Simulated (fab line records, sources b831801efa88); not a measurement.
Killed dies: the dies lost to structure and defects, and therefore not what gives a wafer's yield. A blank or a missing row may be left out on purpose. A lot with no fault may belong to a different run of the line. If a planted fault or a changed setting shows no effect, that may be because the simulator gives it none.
A struck lot beside a sound one :: flow gf180mcu :: 20 out of 602 route steps
Sound: the wafers L819.2, L819.3, L819.5. The struck wafers were L839.2, L839.3, L839.5. Last of all comes the cause.
For every step that has rows: the tool of each side, followed by ch and its chambers, followed by its first start. Under that, the readings that differ: sound wafers :: struck wafers :: difference of the means :: sigmas: that difference in standard deviations of wafers without a fault.
alike: readings with means less than 2 such deviations apart, plus words and numbers identical on both sides. not compared: withheld readings, readings lacking a value on some wafer, bounds such as >300 that could conceal the same value, and numbers that have no deviation in the record and whose values overlap.
A row with sigmas, a row that says differs or no value, or rows on one side alone: a step with any of these is where the two part. When numbers do not overlap yet have no deviation, they are printed without sigmas and do not part them. A reading that every wafer of one side lacks parts them only if that side has two wafers or more.

first, 1 step without rows for these wafers: GF_HV_LDD_CLEAN_51 (cleans in SC1/SC2, time 150 s).
GF_HV_LDD_RTA_52: time 10 s.
  sound on rtp-anneal-02 ch 0, day 12 17:02; struck on rtp-anneal-01 ch 0, day 19 09:21
reading: lamp-power-pct (%)
sound: 31.1 31.1 31.1
struck: 32.8 32.7 32.8
difference: +1.7
sigmas: +2
  alike: wafer_temp_C_max
then, 1 step without rows for these wafers: GF_HV_LDD_CVD_54 (deposits SiO2 from TEOS, target thk 10 nm, time 75 s).
GF_HV_LDD_THK_MEAS_55:
  struck on film-metro-01, day 19 10:49; sound on film-metro-01, day 12 18:15
  alike: HV_LDD_CVD_54_THK
then, 1 step without rows for these wafers: GF_HV_LDD_CVD_56 (deposits Si3N4 from DCS/NH3, target thk 90 nm, time 1543 s).
GF_HV_LDD_THK_MEAS_57:
  struck on film-metro-01, day 19 12:18; sound on film-metro-02, day 12 19:44
  alike: HV_LDD_CVD_56_THK
GF_HV_LDD_ETCHBACK_58: etches Si3N4 in CH3F/O2, stops on SiO2, time 100 s, target depth 90 nm.
  sound on rie-diel-03 ch 1,3, day 12 19:47; struck on rie-diel-01 ch 0,2, day 19 12:21
reading: drypump-motor-current-A (A)
sound: 6.1 6.4 6.4
struck: 5.3 5.5 5.5
difference: -0.9
sigmas: -3
  alike: bias-w, oes-product-au, throttle-valve-pct
  not compared: rf-hours-counter-h
then, 4 steps without rows for these wafers: GF_NSD_DEHYDRATE_00 (time 60 s); GF_NSD_HMDS_01 (prime time 60 s); GF_NSD_COAT_02 (resist thk 1000 nm); GF_NSD_SOFTBAKE_03 (time 60 s).
GF_NSD_EXPOSE_04: exposes mask Nplus, target cd 400 nm.
  sound on iline-stepper-02 ch 0, day 13 05:09; struck on iline-stepper-02 ch 0, day 20 00:38
reading: mask
sound: Nplus#0 Nplus#0 Nplus#0
struck: Pplus_HV_AREA#0 Pplus_HV_AREA#0 Pplus_HV_AREA#0
difference: differs
sigmas: 
  alike: exposure-dose-mJ-cm2
then, 2 steps without rows for these wafers: GF_NSD_PEB_05; GF_NSD_DEVELOP_06 (develop time 60 s).
GF_NSD_CD_MEAS_07: the cd target is 400 nm.
  struck on cd-sem-01, day 20 12:39; sound on cd-sem-02, day 13 15:28
reading: cd-nm (nm)
sound: 402.4 400.8 402.2
struck: - - -
difference: no value on the struck wafers
sigmas: 
GF_NSD_OVL_MEAS_08:
  struck on overlay-01, day 20 12:46; sound on overlay-01, day 13 15:34
reading: NSD_OVL (nm)
sound: -1.1 -2.0 0.1
struck: - - -
difference: no value on the struck wafers
sigmas: 
then, 2 steps without rows for these wafers: GF_NSD_IMPLANT_09; GF_NSD_IMPLANT_10.
GF_NSD_STRIP_11: strips in O2/N2.
  sound on plasma-asher-03 ch 0,1, day 13 15:53; struck on plasma-asher-02 ch 0,1, day 20 13:05
reading: heater-power-w (W)
sound: 377 390 387
struck: 316 287 317
difference: -78
sigmas: -3
  alike: drypump-motor-current-A, oes-product-au, strip-time-to-endpoint-s
  not compared: rf-hours-counter-h
GF_NSD_TW_MEAS_12:
  struck on film-metro-03, day 20 13:26; sound on film-metro-03, day 13 16:00
reading: NSD_TW
sound: 4184 4175 4175
struck: 29 30 30
difference: -4148
sigmas: -78
  not compared: hold

== WHERE THEY PART ==
At GF_HV_LDD_RTA_52 first; at GF_NSD_TW_MEAS_12 last (within this record only).

WHY: whatever the simulator had introduced
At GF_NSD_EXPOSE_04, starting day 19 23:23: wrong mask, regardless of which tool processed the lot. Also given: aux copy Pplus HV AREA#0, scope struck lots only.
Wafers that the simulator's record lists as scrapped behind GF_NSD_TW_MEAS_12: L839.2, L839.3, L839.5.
